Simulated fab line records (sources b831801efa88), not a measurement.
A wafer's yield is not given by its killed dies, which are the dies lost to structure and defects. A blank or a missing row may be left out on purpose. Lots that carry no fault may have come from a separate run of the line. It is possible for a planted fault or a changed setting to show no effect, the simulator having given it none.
Which tool is to blame? + flow gf180mcu + 38 wafers from 13 lots sampled at 5 of the route's 602 steps

== WHAT EACH GAUGE READ, for each wafer ==
GF_VT_IMPLANT_TW_MEAS_21. Usual: VT_IMPLANT_2_TW gives 1212 (standard deviation 9.1).
| lot  | measured     | on            | VT_IMPLANT_2_TW | flag |
|------|--------------|---------------|-----------------|------|
| L834 | day 6 12:07  | film_metro-03 | 1206 1207 1197  |      |
| L835 | day 6 18:19  | film_metro-03 | 1201 1204 1203  |      |
| L837 | day 7 09:00  | film_metro-03 | 1214 1202 1217  |      |
| L839 | day 7 23:24  | film_metro-03 | 1212 1206 1210  |      |
| L840 | day 8 04:32  | film_metro-04 | 1222 1223 1229  |      |
| L843 | day 8 19:43  | film_metro-03 | 1206 1207 1210  |      |
| L844 | day 9 05:14  | film_metro-04 | 1222 1222 1217  |      |
| L845 | day 9 10:56  | film_metro-03 | 1196 1193 1201  |      |
| L851 | day 11 02:04 | film_metro-03 | 1206 1210       |      |
| L853 | day 11 16:20 | film_metro-04 | 1228 1221 1222  |      |
| L854 | day 11 18:31 | film_metro-03 | 1202 1199 1196  |      |
| L855 | day 11 22:53 | film_metro-03 | 1202 1205 1204  |      |
| L856 | day 12 15:13 | film_metro-03 | 1209 1216 1207  |      |

GF_PSD_OVL_MEAS_08. Usual: PSD_OVL gives 0.8 nm (standard deviation 1.6).
| lot  | measured     | on         | PSD_OVL (nm)   | flag |
|------|--------------|------------|----------------|------|
| L834 | day 14 18:59 | overlay-02 | -0.5 -0.4 -0.8 |      |
| L835 | day 15 00:53 | overlay-02 | 3.8 3.6 4.0    |      |
| L837 | day 15 18:48 | overlay-01 | 2.6 0.7 2.0    |      |
| L839 | day 16 13:14 | overlay-02 | 3.8 3.4 3.1    |      |
| L840 | day 16 18:26 | overlay-02 | 2.3 2.7 1.2    |      |
| L843 | day 17 20:49 | overlay-01 | 2.4 0.4 1.1    |      |
| L844 | day 18 03:47 | overlay-02 | 1.1 1.5 1.0    |      |
| L845 | day 18 11:08 | overlay-01 | -0.2 -1.5 -0.3 |      |
| L851 | day 20 18:38 | overlay-02 | 1.1 -1.5       |      |
| L853 | day 21 08:40 | overlay-02 | 0.3 -1.9 -0.5  |      |
| L854 | day 21 10:31 | overlay-02 | 0.1 -1.3 -0.4  |      |
| L855 | day 21 18:56 | overlay-02 | 4.4 3.7 4.7    |      |
| L856 | day 22 13:05 | overlay-01 | 1.6 -1.1 0.1   |      |

== EACH LOT AND THE TOOL THAT RAN IT (in order: tool; ch and the chambers of the sampled wafers; start) ==
| lot  | GF_MVSD_COAT_02                  | GF_MVSD_STRIP_10                     | GF_VT_IMPLANT_STRIP_20               |
|------|----------------------------------|--------------------------------------|--------------------------------------|
| L834 | litho_track-03 ch 0, day 4 09:46 | plasma_asher-04 ch 0,1, day 4 17:14  | plasma_asher-03 ch 0,1, day 6 12:02  |
| L835 | litho_track-04 ch 0, day 4 14:18 | plasma_asher-01 ch 1, day 4 22:05    | plasma_asher-04 ch 0,1, day 6 18:12  |
| L837 | litho_track-02 ch 0, day 5 03:13 | plasma_asher-02 ch 0,1, day 5 11:00  | plasma_asher-04 ch 0, day 7 08:54    |
| L839 | litho_track-03 ch 0, day 5 16:02 | plasma_asher-01 ch 0,1, day 6 00:03  | plasma_asher-02 ch 0, day 7 23:17    |
| L840 | litho_track-04 ch 0, day 5 21:55 | plasma_asher-04 ch 0,1, day 6 05:58  | plasma_asher-02 ch 0, day 8 04:26    |
| L843 | litho_track-02 ch 0, day 6 11:43 | plasma_asher-04 ch 0,1, day 6 19:56  | plasma_asher-03 ch 0,1, day 8 19:37  |
| L844 | litho_track-04 ch 0, day 6 20:10 | plasma_asher-04 ch 0,1, day 7 04:39  | plasma_asher-03 ch 0,1, day 9 05:08  |
| L845 | litho_track-02 ch 0, day 7 01:13 | plasma_asher-04 ch 0,1, day 7 09:21  | plasma_asher-04 ch 0,1, day 9 10:50  |
| L851 | litho_track-02 ch 0, day 8 13:48 | plasma_asher-01 ch 0,1, day 8 22:16  | plasma_asher-03 ch 0,1, day 11 01:59 |
| L853 | litho_track-02 ch 0, day 9 00:18 | plasma_asher-01 ch 0,1, day 9 09:29  | plasma_asher-04 ch 0,1, day 11 16:14 |
| L854 | litho_track-04 ch 0, day 9 02:40 | plasma_asher-01 ch 0,1, day 9 11:56  | plasma_asher-03 ch 1, day 11 18:25   |
| L855 | litho_track-03 ch 0, day 9 06:49 | plasma_asher-02 ch 0,1, day 9 16:34  | plasma_asher-04 ch 0,1, day 11 22:47 |
| L856 | litho_track-04 ch 0, day 9 21:42 | plasma_asher-01 ch 0,1, day 10 06:23 | plasma_asher-03 ch 0,1, day 12 15:06 |
- GF_MVSD_COAT_02: resist thk 3000 nm.
- GF_MVSD_STRIP_10: strips in O2/N2.
- GF_VT_IMPLANT_STRIP_20: strips in O2/N2.

== AS READ BY THE TOOLS THEMSELVES (means over the sampled wafers that have a number; for cases with no such wafer, the mark the record gives instead) ==
GF_MVSD_STRIP_10. Usual: chamber_pressure_mTorr 1500.1 mTorr, standard deviation 1.5; drypump_motor_current_A 5.9 A, standard deviation 0.32; heater_power_w 316 W, standard deviation 16; oes_product_au 0.723 a.u., standard deviation 0.0041; strip_time_to_endpoint_s 37.01 s, standard deviation 0.086.
| lot  | tool            | chamber_pressure_mTorr (mTorr) | drypump_motor_current_A (A) | heater_power_w (W) | oes_product_au (a.u.) | strip_time_to_endpoint_s (s) | flag |
|------|-----------------|--------------------------------|-----------------------------|--------------------|-----------------------|------------------------------|------|
| L834 | plasma_asher-04 | 1499.6                         | 5.7                         | 304                | 0.724                 | 37.06                        |      |
| L835 | plasma_asher-01 | 1501.1                         | 6.1                         | 309                | 0.721                 | 36.97                        |      |
| L837 | plasma_asher-02 | 1499.2                         | 6.2                         | 324                | 0.726                 | 36.93                        |      |
| L839 | plasma_asher-01 | 1499.0                         | 5.8                         | 314                | 0.725                 | 37.05                        |      |
| L840 | plasma_asher-04 | 1500.9                         | 5.9                         | 322                | 0.723                 | 36.90                        |      |
| L843 | plasma_asher-04 | 1499.8                         | 5.9                         | 327                | 0.723                 | 36.99                        |      |
| L844 | plasma_asher-04 | 1500.2                         | 5.7                         | 306                | 0.721                 | 36.96                        |      |
| L845 | plasma_asher-04 | 1500.0                         | 5.7                         | 306                | 0.723                 | 36.98                        |      |
| L851 | plasma_asher-01 | 1500.1                         | 5.9                         | 312                | 0.718                 | 19.77                        | OFF  |
| L853 | plasma_asher-01 | 1499.4                         | 6.0                         | 313                | 0.720                 | 31.34                        | OFF  |
| L854 | plasma_asher-01 | 1499.7                         | 5.8                         | 313                | 0.718                 | 37.04                        |      |
| L855 | plasma_asher-02 | 1499.2                         | 6.2                         | 321                | 0.722                 | 37.00                        |      |
| L856 | plasma_asher-01 | 1497.5                         | 5.8                         | 314                | 0.718                 | 36.96                        |      |

GF_VT_IMPLANT_STRIP_20. Usual: chamber_pressure_mTorr 1500.0 mTorr, standard deviation 1.4; drypump_motor_current_A 5.9 A, standard deviation 0.3; heater_power_w 306 W, standard deviation 23; oes_product_au 0.716 a.u., standard deviation 0.0048; strip_time_to_endpoint_s 12.64 s, standard deviation 0.033.
| lot  | tool            | chamber_pressure_mTorr (mTorr) | drypump_motor_current_A (A) | heater_power_w (W) | oes_product_au (a.u.) | strip_time_to_endpoint_s (s) | flag |
|------|-----------------|--------------------------------|-----------------------------|--------------------|-----------------------|------------------------------|------|
| L834 | plasma_asher-03 | 1500.2                         | 5.9                         | 285                | 0.714                 | 12.66                        |      |
| L835 | plasma_asher-04 | 1502.0                         | 5.7                         | 303                | 0.717                 | 12.63                        |      |
| L837 | plasma_asher-04 | 1500.0                         | 6.1                         | 340                | 0.715                 | 12.64                        |      |
| L839 | plasma_asher-02 | 1498.7                         | 6.5                         | 334                | 0.714                 | 12.64                        |      |
| L840 | plasma_asher-02 | 1499.6                         | 6.5                         | 329                | 0.715                 | 12.66                        |      |
| L843 | plasma_asher-03 | 1499.3                         | 5.9                         | 284                | 0.714                 | 12.64                        |      |
| L844 | plasma_asher-03 | 1499.2                         | 5.8                         | 285                | 0.717                 | 12.66                        |      |
| L845 | plasma_asher-04 | 1500.0                         | 5.9                         | 324                | 0.718                 | 12.62                        |      |
| L851 | plasma_asher-03 | 1500.8                         | 5.8                         | 280                | 0.716                 | 12.63                        |      |
| L853 | plasma_asher-04 | 1499.5                         | 5.9                         | 322                | 0.716                 | 12.61                        |      |
| L854 | plasma_asher-03 | 1500.6                         | 5.9                         | 297                | 0.710                 | 12.63                        |      |
| L855 | plasma_asher-04 | 1500.1                         | 5.9                         | 321                | 0.713                 | 12.63                        |      |
| L856 | plasma_asher-03 | 1500.6                         | 5.8                         | 291                | 0.721                 | 12.64                        |      |

== THE ANSWER, worked out from the rows above alone ==
Rule: a lot counts as off when the mean over its wafers that have a number is more than 3 standard deviations away from the usual mean. A lot without any number at a reading at which 4 lots or more have one is off too. All remaining lots with rows at the step are treated as sound. The gauges are gone through in route order, then the tools' own readings, and for those a lot's mean is taken as printed above. At the first step where some lot is off, the reading lying furthest off is the one used; lots without a number count as furthest.
Off, at GF_MVSD_STRIP_10 on strip_time_to_endpoint_s: L851, L853.
A tool fits if, at that step or a process step before it, it ran every lot that is off, and no sound lot after the first of them. One fits: GF_MVSD_COAT_02 on litho_track-02. A fault onset in the window from L845 (day 7 01:13, its last sound lot) to L851 (day 8 13:48, its first lot off) fits.

== WHAT WAS PUT IN BY THE SIMULATOR ==
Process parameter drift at GF_MVSD_COAT_02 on litho_track-02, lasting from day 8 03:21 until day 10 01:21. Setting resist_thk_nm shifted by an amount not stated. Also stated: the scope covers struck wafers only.
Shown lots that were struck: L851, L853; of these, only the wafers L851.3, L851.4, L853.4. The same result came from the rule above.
